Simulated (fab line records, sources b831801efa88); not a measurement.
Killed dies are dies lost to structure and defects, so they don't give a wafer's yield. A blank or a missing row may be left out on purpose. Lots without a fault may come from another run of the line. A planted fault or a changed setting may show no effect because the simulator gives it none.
Which tool did it? | flow gf180mcu | 13 lots, 37 wafers sampled, at 4 steps of a route of 602

WHAT THE GAUGES READ, wafer by wafer
GF_M3_CD_MEAS_14: target cd 280 nm. Usual: cd_nm 280.0 nm, standard deviation 1.2.
lot  | measured     | on        | cd_nm (nm)        | flag
L638 | day 21 06:50 | cd_sem-01 | 280.8 279.8 280.4 |
L639 | day 21 23:17 | cd_sem-02 | 279.3 278.0 279.5 |
L640 | day 22 09:39 | cd_sem-02 | 280.3 280.0 280.1 |
L641 | day 22 16:57 | cd_sem-02 | 279.2 280.0 279.6 |
L644 | day 23 16:40 | cd_sem-02 | 281.3 281.7 281.6 |
L645 | day 24 00:42 | cd_sem-01 | 280.6 279.6 280.6 |
L646 | day 24 11:35 | cd_sem-02 | 279.4 280.9 278.9 |
L647 | day 24 14:33 | cd_sem-01 | 281.0 280.6 281.0 |
L649 | day 25 05:53 | cd_sem-01 | 279.6 278.2 279.6 |
L650 | day 25 15:21 | cd_sem-01 | 280.5 281.9 281.0 |
L651 | day 25 22:07 | cd_sem-01 | 281.6 281.8 280.8 |
L660 | day 28 16:26 | cd_sem-01 | 279.8 236.2       | OFF
L661 | day 28 21:54 | cd_sem-01 | 281.0 237.2       | OFF

WHICH TOOL RAN EACH LOT (tool, then ch and the chambers of the sampled wafers, then the start)
lot  | GF_M1_SPUTTER_03             | GF_V2_ETCH_16                      | GF_M3_EXPOSE_11
L638 | pvd_sputter-01, day 16 02:36 | rie_diel-04 ch 0,1,3, day 20 05:01 | krf_scanner-01 ch 0, day 20 18:33
L639 | pvd_sputter-04, day 16 16:17 | rie_diel-04 ch 2,3, day 20 21:41   | krf_scanner-01 ch 0, day 21 11:38
L640 | pvd_sputter-01, day 17 03:05 | rie_diel-02 ch 0,3, day 21 07:56   | krf_scanner-01 ch 0, day 21 22:06
L641 | pvd_sputter-01, day 17 11:50 | rie_diel-02 ch 0,1,2, day 21 15:56 | krf_scanner-02 ch 0, day 22 05:56
L644 | pvd_sputter-03, day 18 11:32 | rie_diel-01 ch 1,2,3, day 22 16:53 | krf_scanner-02 ch 0, day 23 05:46
L645 | pvd_sputter-01, day 18 19:37 | rie_diel-01 ch 0,1,2, day 23 00:17 | krf_scanner-01 ch 0, day 23 13:22
L646 | pvd_sputter-03, day 19 09:13 | rie_diel-02 ch 1,2, day 23 11:46   | krf_scanner-02 ch 0, day 24 01:05
L647 | pvd_sputter-04, day 19 12:13 | rie_diel-01 ch 0,1,3, day 23 14:59 | krf_scanner-01 ch 0, day 24 04:19
L649 | pvd_sputter-03, day 20 04:14 | rie_diel-01 ch 2,3, day 24 06:11   | krf_scanner-01 ch 0, day 24 18:39
L650 | pvd_sputter-01, day 20 15:14 | rie_diel-02 ch 1,3, day 24 15:35   | krf_scanner-02 ch 0, day 25 04:55
L651 | pvd_sputter-04, day 20 22:52 | rie_diel-01 ch 2,3, day 24 23:05   | krf_scanner-02 ch 0, day 25 11:32
L660 | pvd_sputter-01, day 24 04:07 | rie_diel-01 ch 0,3, day 27 19:29   | krf_scanner-01 ch 0, day 28 06:44
L661 | pvd_sputter-01, day 24 09:16 | rie_diel-01 ch 1,2, day 28 01:08   | krf_scanner-01 ch 0, day 28 12:34
- GF_M1_SPUTTER_03: material Ti, target thk 10 nm, time 6.7 s.
- GF_V2_ETCH_16: etches BARC in N2/H2.
- GF_M3_EXPOSE_11: exposes mask Metal3, target cd 280 nm.

WHAT THE TOOLS THEMSELVES READ (means of the sampled wafers that have a number; where no wafer has one, the mark that the record gives instead)
GF_M1_SPUTTER_03. Usual: throttle_valve_pct 29.9 %, standard deviation 1.1.
lot  | tool           | throttle_valve_pct (%) | flag
L638 | pvd_sputter-01 | 30.0                   |
L639 | pvd_sputter-04 | 29.6                   |
L640 | pvd_sputter-01 | 30.0                   |
L641 | pvd_sputter-01 | 31.0                   |
L644 | pvd_sputter-03 | 30.0                   |
L645 | pvd_sputter-01 | 29.8                   |
L646 | pvd_sputter-03 | 29.5                   |
L647 | pvd_sputter-04 | 28.7                   |
L649 | pvd_sputter-03 | 29.9                   |
L650 | pvd_sputter-01 | 30.1                   |
L651 | pvd_sputter-04 | 28.6                   |
L660 | pvd_sputter-01 | 29.3                   |
L661 | pvd_sputter-01 | 31.3                   |

GF_V2_ETCH_16. Usual: chamber_pressure_mTorr 30.004 mTorr, standard deviation 0.025; drypump_motor_current_A 5.8 A, standard deviation 0.43; h2_flow_sccm 200.1 sccm, standard deviation 0.59; oes_product_au 0.854 a.u., standard deviation 0.005; throttle_valve_pct 13.226 %, standard deviation 0.0088.
lot  | tool        | chamber_pressure_mTorr (mTorr) | drypump_motor_current_A (A) | h2_flow_sccm (sccm) | oes_product_au (a.u.) | throttle_valve_pct (%) | flag
L638 | rie_diel-04 | 30.011                         | 5.6                         | 200.5               | 0.851                 | 13.226                 |
L639 | rie_diel-04 | 30.017                         | 5.9                         | 200.1               | 0.855                 | 13.226                 |
L640 | rie_diel-02 | 29.999                         | 5.1                         | 199.9               | 0.854                 | 13.224                 |
L641 | rie_diel-02 | 30.019                         | 5.6                         | 200.1               | 0.859                 | 13.232                 |
L644 | rie_diel-01 | 29.974                         | 5.8                         | 199.7               | 0.855                 | 13.222                 |
L645 | rie_diel-01 | 30.002                         | 6.2                         | 200.5               | 0.851                 | 13.229                 |
L646 | rie_diel-02 | 29.987                         | 5.9                         | 199.9               | 0.853                 | 13.227                 |
L647 | rie_diel-01 | 29.995                         | 6.1                         | 200.3               | 0.850                 | 13.226                 |
L649 | rie_diel-01 | 30.006                         | 5.7                         | 199.9               | 0.851                 | 13.218                 |
L650 | rie_diel-02 | 29.987                         | 5.5                         | 200.5               | 0.860                 | 13.221                 |
L651 | rie_diel-01 | 30.020                         | 5.8                         | 201.0               | 0.850                 | 13.235                 |
L660 | rie_diel-01 | 30.017                         | 6.0                         | 200.2               | 0.862                 | 13.232                 |
L661 | rie_diel-01 | 30.005                         | 6.0                         | 199.8               | 0.853                 | 13.222                 |

THE ANSWER, worked out from the rows above alone
Rule: a lot is off if the mean of its wafers that have a number lies more than 3 standard deviations from the usual mean. A lot without any number at a reading at which 4 lots or more have one is off too. The other lots that the step has rows for count as sound. The gauges are gone through in route order, then the tools' own readings, and for those a lot's mean is taken as printed above. The first step at which some lot is off is used, and at that step the reading that is off furthest; a lot without a number counts as furthest.
Off: L660, L661, at GF_M3_CD_MEAS_14 (cd_nm).
A tool fits if, at a process step before that reading, it ran every lot that is off, and no sound lot after the first of them. The gauges at GF_M3_CD_MEAS_14 are tried like those tools. Can't be told from this: 4 tools fit, pvd_sputter-01 at GF_M1_SPUTTER_03, rie_diel-01 at GF_V2_ETCH_16, krf_scanner-01 at GF_M3_EXPOSE_11, cd_sem-01 at GF_M3_CD_MEAS_14.

WHAT THE SIMULATOR HAD PUT IN
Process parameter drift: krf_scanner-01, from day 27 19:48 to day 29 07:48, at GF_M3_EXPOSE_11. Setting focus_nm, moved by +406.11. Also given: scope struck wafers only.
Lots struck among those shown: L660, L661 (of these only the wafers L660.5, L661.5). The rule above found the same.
